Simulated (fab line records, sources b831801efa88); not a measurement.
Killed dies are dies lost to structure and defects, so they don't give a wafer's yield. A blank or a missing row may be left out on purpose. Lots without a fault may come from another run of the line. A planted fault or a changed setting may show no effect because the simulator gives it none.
A struck lot beside a sound one | flow sky130 | 19 steps out of a route of 708
Sound: wafers L154.1, L154.2, L154.6. Struck: wafers L163.1, L163.2, L163.3. The cause comes at the end.
At each step with rows: each side's tool, then ch and its chambers, then its first start. Under that, the readings that differ: sound wafers | struck wafers | difference of the means | sigmas: that difference in standard deviations of wafers without a fault.
alike: readings whose means differ by less than 2 such deviations, and words and numbers that are the same on both sides. not compared: withheld readings, readings that some wafer has no value for, bounds like >300 that may hide the same value, and numbers for which the record gives no deviation and whose values overlap.
The two part at a step that has a row with sigmas, a row that says differs or no value, or rows on one side only. Numbers that don't overlap but have no deviation are shown without sigmas and don't part them. A reading that every wafer of one side lacks parts them only if that side has two wafers or more.

first, 1 step without rows for these wafers: SKY_LDD_LDN_IMPLANT_11.
SKY_LDD_LDN_STRIP_12: strips in O2/N2.
  sound on plasma_asher-04 ch 0,1, day 25 19:31; struck on plasma_asher-04 ch 0,1, day 28 23:14
  alike: drypump_motor_current_A, oes_product_au, strip_time_to_endpoint_s
  not compared: rf_hours_counter_h
SKY_LDD_LDN_TW_MEAS_13:
  sound on film_metro-04, day 25 19:40; struck on film_metro-03, day 28 23:20
  alike: LDD_LDN_TW
then, 2 steps without rows for these wafers: SKY_LDD_LDN_CLEAN_14 (cleans in SC1/SC2, time 150 s); SKY_SPACER_CVD_00 (deposits Si3N4 from DCS/NH3, target thk 43.1 nm, time 740 s).
SKY_SPACER_THK_MEAS_01:
  sound on film_metro-02, day 25 20:58; struck on film_metro-01, day 29 00:38
  alike: SPACER_CVD_00_THK
SKY_SPACER_ETCHBACK_02: etches Si3N4 in CH3F/O2, stops on SiO2, time 46.7 s, target depth 45 nm.
  sound on rie_diel-01 ch 0,1,3, day 25 21:02; struck on rie_diel-04 ch 0,1,3, day 29 00:42
  alike: O2_flow_sccm, drypump_motor_current_A, oes_product_au, throttle_valve_pct
  not compared: rf_hours_counter_h
then, 5 steps without rows for these wafers: SKY_POLY_CUT_DEHYDRATE_00 (time 60 s); SKY_POLY_CUT_HMDS_01 (prime time 60 s); SKY_POLY_CUT_COAT_02 (resist thk 60 nm); SKY_POLY_CUT_COAT_03 (resist thk 450 nm); SKY_POLY_CUT_SOFTBAKE_04 (time 90 s).
SKY_POLY_CUT_EXPOSE_05: exposes mask NPCM, target cd 270 nm.
  sound on krf_scanner-01 ch 0, day 26 11:43; struck on krf_scanner-01 ch 0, day 29 15:01
  reading                          | sound             | struck            | difference | sigmas
  model.POLY_CUT.overlay_x_nm (nm) | 5.541 5.541 5.541 | 59.28 59.28 59.28 | +53.74     |
  alike: mask, stage_vel_mm_s
then, 2 steps without rows for these wafers: SKY_POLY_CUT_PEB_06; SKY_POLY_CUT_DEVELOP_07 (develop time 60 s).
SKY_POLY_CUT_CD_MEAS_08: target cd 270 nm.
  sound on cd_sem-01, day 27 01:53; struck on cd_sem-01, day 30 03:56
  reading    | sound             | struck            | difference | sigmas
  cd_nm (nm) | 268.2 269.0 270.3 | 273.6 271.1 273.5 | +3.6       | +2
SKY_POLY_CUT_OVL_MEAS_09:
  sound on overlay-01, day 27 02:00; struck on overlay-02, day 30 04:04
  reading           | sound   | struck   | difference | sigmas
  POLY_CUT_OVL (nm) | -4 -2 2 | 49 57 51 | +54        | +11
SKY_POLY_CUT_ETCH_10: etches BARC in N2/H2, stops on SiO2, time 45.9 s, target depth 60 nm.
  sound on rie_diel-04 ch 0,2, day 27 02:02; struck on rie_diel-02 ch 0,1,3, day 30 04:06
  alike: drypump_motor_current_A, oes_product_au, throttle_valve_pct
  not compared: rf_hours_counter_h
-- the record jumps here: 20 days lie between the struck wafers' starts before and after (it left off in module POLY_CUT and takes up again in module PAD_OPEN, whose first step shown is number 708 of the route) --
SKY_PAD_OPEN_PROBE_99:
  the record has rows for the struck wafers here (prober-02, day 49 18:36) and none for the sound ones

WHERE THEY PART
First at SKY_POLY_CUT_CD_MEAS_08; last, within this record, at SKY_PAD_OPEN_PROBE_99.

WHY: what the simulator had put in
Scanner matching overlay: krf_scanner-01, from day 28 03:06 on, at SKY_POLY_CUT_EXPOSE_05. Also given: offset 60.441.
